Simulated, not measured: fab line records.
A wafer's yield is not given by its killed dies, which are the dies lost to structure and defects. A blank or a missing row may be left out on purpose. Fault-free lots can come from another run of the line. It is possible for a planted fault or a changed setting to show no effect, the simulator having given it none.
The tool behind it: which one?	flow gf180mcu	12 lots, 36 wafers sampled, at 6 steps of a route of 602

## WHAT EACH GAUGE READ, for each wafer
GF_CONTACT_THK_MEAS_03. Usual: for CONTACT_CVD_02_THK the level is 865 nm and the standard deviation is 15.
lot	measured	on	CONTACT_CVD_02_THK (nm)	flag
L466	day 15 15:44	film-metro-02	861 855 863	
L467	day 16 03:05	film-metro-03	845 865 860	
L468	day 16 05:58	film-metro-04	850 848 862	
L470	day 16 23:37	film-metro-02	882 867 858	
L471	day 17 08:13	film-metro-02	875 889 895	
L472	day 17 18:04	film-metro-03	850 852 860	
L473	day 17 23:22	film-metro-03	874 878 886	
L474	day 18 18:07	film-metro-04	829 827 852	
L476	day 19 11:51	film-metro-04	839 871 854	
L478	day 20 06:08	film-metro-03	876 883 896	
L481	day 21 01:11	film-metro-02	853 858 865	
L482	day 21 12:17	film-metro-03	869 876 864	

GF_CONTACT_RS_MEAS_25: a four-point-probe measurement. Usual: for CONTACT_W_RS the level is 0.379 ohm/sq and the standard deviation is 0.0048.
lot	measured	on	CONTACT_W_RS (ohm/sq)	flag
L466	day 16 14:47	film-metro-02	0.386 0.369 0.383	
L467	day 17 02:32	film-metro-02	0.369 0.382 0.385	
L468	day 17 05:33	film-metro-03	0.379 0.371 0.377	
L470	day 18 00:26	film-metro-04	0.379 0.379 0.384	
L471	day 18 09:03	film-metro-04	0.384 0.381 0.384	
L472	day 18 18:34	film-metro-04	0.382 0.384 0.384	
L473	day 19 02:08	film-metro-04	0.379 0.383 0.386	
L474	day 19 20:01	film-metro-02	0.383 0.374 0.380	
L476	day 20 13:18	film-metro-04	0.381 0.380 0.382	
L478	day 21 07:59	film-metro-02	0.387 0.383 0.385	
L481	day 22 02:15	film-metro-02	0.379 0.381 0.367	
L482	day 22 13:14	film-metro-02	0.377 0.376 0.283	OFF

GF_CONTACT_THK_MEAS_26: measures by xrf. Usual: for CONTACT_W_THK the level is 308 nm and the standard deviation is 4.3.
lot	measured	on	CONTACT_W_THK (nm)	flag
L466	day 16 14:53	film-metro-02	303 317 304	
L467	day 17 02:38	film-metro-02	317 304 303	
L468	day 17 05:40	film-metro-03	305 312 305	
L470	day 18 00:32	film-metro-04	311 308 305	
L471	day 18 09:10	film-metro-04	305 307 306	
L472	day 18 18:40	film-metro-04	307 306 307	
L473	day 19 02:15	film-metro-04	309 304 302	
L474	day 19 20:08	film-metro-02	307 315 307	
L476	day 20 13:24	film-metro-04	307 307 306	
L478	day 21 08:06	film-metro-02	299 301 300	
L481	day 22 02:22	film-metro-02	309 306 317	
L482	day 22 13:21	film-metro-02	308 310 408	OFF

## EACH LOT AND THE TOOL THAT RAN IT (in order: tool; ch and the chambers of the sampled wafers; start)
lot	GF_SALICIDE_RTA_08	GF_CONTACT_CMP_04	GF_CONTACT_CVD_24
L466	rtp-anneal-01 ch 0, day 15 15:28	cmp-01 ch 0,1, day 15 16:05	cvd-w-01 ch 0,1, day 16 14:40
L467	rtp-anneal-01 ch 0, day 16 02:49	cmp-01 ch 0,2, day 16 03:10	cvd-w-01 ch 0,1, day 17 02:25
L468	rtp-anneal-01 ch 0, day 16 05:42	cmp-01 ch 0,2, day 16 06:02	cvd-w-02 ch 0,1, day 17 05:27
L470	rtp-anneal-01 ch 0, day 16 23:22	cmp-01 ch 1,2, day 16 23:58	cvd-w-02 ch 0,1, day 18 00:19
L471	rtp-anneal-01 ch 0, day 17 07:57	cmp-01 ch 1,2,3, day 17 08:19	cvd-w-02 ch 1, day 18 08:56
L472	rtp-anneal-01 ch 0, day 17 17:48	cmp-01 ch 0,1,2, day 17 18:13	cvd-w-02 ch 1, day 18 18:26
L473	rtp-anneal-01 ch 0, day 17 23:05	cmp-01 ch 0,1,3, day 18 01:14	cvd-w-01 ch 0,1, day 19 02:02
L474	rtp-anneal-01 ch 0, day 18 17:50	cmp-02 ch 0,2,3, day 18 18:16	cvd-w-01 ch 0,1, day 19 19:55
L476	rtp-anneal-01 ch 0, day 19 11:35	cmp-02 ch 0,2,3, day 19 11:59	cvd-w-01 ch 0,1, day 20 13:11
L478	rtp-anneal-02 ch 0, day 20 05:52	cmp-01 ch 1,2, day 20 06:11	cvd-w-02 ch 0,1, day 21 07:53
L481	rtp-anneal-02 ch 0, day 21 00:55	cmp-01 ch 0,2,3, day 21 01:23	cvd-w-01 ch 0,1, day 22 02:08
L482	rtp-anneal-02 ch 0, day 21 12:02	cmp-02 ch 0,2,3, day 21 12:26	cvd-w-02 ch 0,1, day 22 13:07
- GF_SALICIDE_RTA_08: time 30 s.
- GF_CONTACT_CMP_04: polishes SiO2.
- GF_CONTACT_CVD_24: deposits W, target thk 300 nm, time 90.339 s.

## WHAT THE TOOLS THEMSELVES READ (means of the sampled wafers that have a number; where no wafer has one, the mark that the record gives instead)
GF_SALICIDE_RTA_08. Usual: lamp-power-pct 16.9 %, standard deviation 0.35; wafer_temp_C_max 803.8, standard deviation 0.79.
lot	tool	lamp-power-pct (%)	wafer_temp_C_max	flag
L466	rtp-anneal-01	17.2	803.7	
L467	rtp-anneal-01	17.2	803.8	
L468	rtp-anneal-01	17.2	803.4	
L470	rtp-anneal-01	17.2	803.0	
L471	rtp-anneal-01	17.2	802.6	
L472	rtp-anneal-01	17.2	804.1	
L473	rtp-anneal-01	17.2	804.2	
L474	rtp-anneal-01	17.2	803.1	
L476	rtp-anneal-01	17.2	803.9	
L478	rtp-anneal-02	16.5	804.8	
L481	rtp-anneal-02	16.5	803.5	
L482	rtp-anneal-02	16.5	803.6	

GF_CONTACT_CMP_04. Usual: motor-current-A 12.6 A, standard deviation 0.96; slurry-flow-ml-min 150.0, standard deviation 0.49; time-to-endpoint-s 115 s, standard deviation 9.6.
lot	tool	motor-current-A (A)	slurry-flow-ml-min	time-to-endpoint-s (s)	flag
L466	cmp-01	13.1	149.9	115	
L467	cmp-01	13.4	150.3	112	
L468	cmp-01	13.4	150.4	111	
L470	cmp-01	12.5	150.3	122	
L471	cmp-01	13.1	150.8	128	
L472	cmp-01	12.5	150.1	113	
L473	cmp-01	12.2	149.7	121	
L474	cmp-02	12.0	149.6	94	
L476	cmp-02	11.6	150.0	102	
L478	cmp-01	12.7	150.4	126	
L481	cmp-01	13.1	150.0	114	
L482	cmp-02	11.6	150.2	110	

GF_CONTACT_CVD_24. Usual: heater-power-w reads 881 W (standard deviation 63).
lot	tool	heater-power-w (W)	flag
L466	cvd-w-01	887	
L467	cvd-w-01	870	
L468	cvd-w-02	878	
L470	cvd-w-02	889	
L471	cvd-w-02	779	
L472	cvd-w-02	789	
L473	cvd-w-01	885	
L474	cvd-w-01	895	
L476	cvd-w-01	880	
L478	cvd-w-02	878	
L481	cvd-w-01	887	
L482	cvd-w-02	832	

## THE ANSWER, worked out from the rows above alone
Rule: a lot is off if the mean of its wafers that have a number lies more than 3 standard deviations from the usual mean. A lot without any number at a reading at which 4 lots or more have one is off too. The other lots that the step has rows for count as sound. The gauges are gone through in route order, then the tools' own readings, and for those a lot's mean is taken as printed above. At the first step where some lot is off, the reading lying furthest off is the one used; lots without a number count as furthest.
Off: L482, seen at GF_CONTACT_RS_MEAS_25 (CONTACT_W_RS).
If a tool, at a process step before that reading, ran all the lots that are off and no sound lot after the first of them, it fits. Those tools and the gauges at GF_CONTACT_RS_MEAS_25 are tried in the same way. Can't be told from this: 4 tools fit, rtp-anneal-02 at GF_SALICIDE_RTA_08, cmp-02 at GF_CONTACT_CMP_04, cvd-w-02 at GF_CONTACT_CVD_24, film-metro-02 at GF_CONTACT_RS_MEAS_25.

## WHAT THE SIMULATOR HAD INSERTED
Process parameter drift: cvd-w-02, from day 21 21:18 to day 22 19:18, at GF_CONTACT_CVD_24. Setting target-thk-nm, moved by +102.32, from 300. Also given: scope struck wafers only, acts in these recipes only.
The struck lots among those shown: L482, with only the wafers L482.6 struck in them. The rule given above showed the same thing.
